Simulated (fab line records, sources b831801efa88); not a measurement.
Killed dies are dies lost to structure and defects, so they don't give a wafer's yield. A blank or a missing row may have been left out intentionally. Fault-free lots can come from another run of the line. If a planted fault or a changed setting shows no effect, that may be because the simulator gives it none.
2 desks looking at one fault    flow gf180mcu    each desk holds nothing but its own numbers, with what lay behind them at the end

## DESK OF THE TOOL OWNER: cvdW-02
The tool's own readings at GF_V4_CVD_23 (deposits W, target thk 350 nm, time 104.9 s): means of the sampled wafers that have a number, for each lot that ran on this tool. Any lot whose mean is over 4 standard deviations away from the usual mean is out of limits and marked OUT; that distance is given in the brackets.
Columns: A = chamberPressureTorr at GF_V4_CVD_23, usual 40.01 Torr; B = heaterPowerW at GF_V4_CVD_23, usual 931 W
lot   first seen here  A                B
L481  day 24 11:58     39.98            940
L483  day 25 04:45     40.07            937
L485  day 25 17:01     40.06            950
L488  day 26 18:42     39.99            969
L493  day 28 11:41     44.34 (+50) OUT  936
L494  day 28 15:11     42.22 (+25) OUT  978
L503  day 31 01:16     39.99            992
This desk finds L493, L494 out of limits, L493 being first, at day 28 11:41 (chamberPressureTorr at GF_V4_CVD_23). L481, L483, L485, L488, L503 stayed within limits.

## THE METROLOGY DESK
What the gauges read for every lot (on any tool): the sampled wafers with a number, averaged. Any lot whose mean is over 4 standard deviations away from the usual mean is out of limits and marked OUT; that distance is given in the brackets.
Columns: A = M4_OVL at GF_M4_OVL_MEAS_15, usual 0 nm; B = V4_W_RS at GF_V4_RS_MEAS_24, usual 0.327 ohm/sq; C = V4_W_THK at GF_V4_THK_MEAS_25, usual 349 nm; D = MIM_ALCU_RS at GF_MIM_RS_MEAS_10, usual 0.1594 ohm/sq
lot   first seen here  A   B                 C               D
L481  day 23 12:08     -5  0.330             344             0.1595
L482  day 23 16:11     -4  0.327             354             0.1571
L483  day 24 05:08     1   0.329             348             0.1579
L484  day 24 13:56     6   0.326             350             0.1608
L485  day 24 17:00     1   0.324             354             0.1577
L486  day 25 06:03     -0  0.325             350             0.1606
L487  day 25 12:31     0   0.325             351             0.1600
L488  day 25 19:28     -2  0.327             353             0.1600
L493  day 27 13:41     4   0.313 (-4.1) OUT  370 (+4.6) OUT  0.1602
L494  day 27 17:44     6   0.320             362             0.1607
L498  day 29 02:15     3   0.324             353             0.1593
L503  day 30 04:39     0   0.329             352             0.1590
This desk's finding: out of limits on L493; first on L493, day 28 11:48 (V4_W_RS at GF_V4_RS_MEAS_24). L481, L482, L483, L484, L485, L486, L487, L488, L494, L498, L503 stayed within limits.

## PUT TOGETHER
At day 28 11:41, on L493, L494, the tool owner's desk was in a position to raise an alarm.
The metrology desk could have raised an alarm at day 28 11:48, on L493.
The metrology desk holds a record of L494, inside its limits.
GF_V4_CVD_23 was run on cvdW-02 by each of the lots named.

## WHAT THE SIMULATOR PUT IN
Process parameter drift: cvdW-02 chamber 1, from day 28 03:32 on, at GF_V4_CVD_23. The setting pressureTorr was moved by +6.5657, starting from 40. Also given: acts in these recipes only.
Lots struck among those shown: L493, L494.
Counting hours from when the fault started, the first reading out of limits came at 8 for the tool owner's desk and at 8 for the metrology desk.
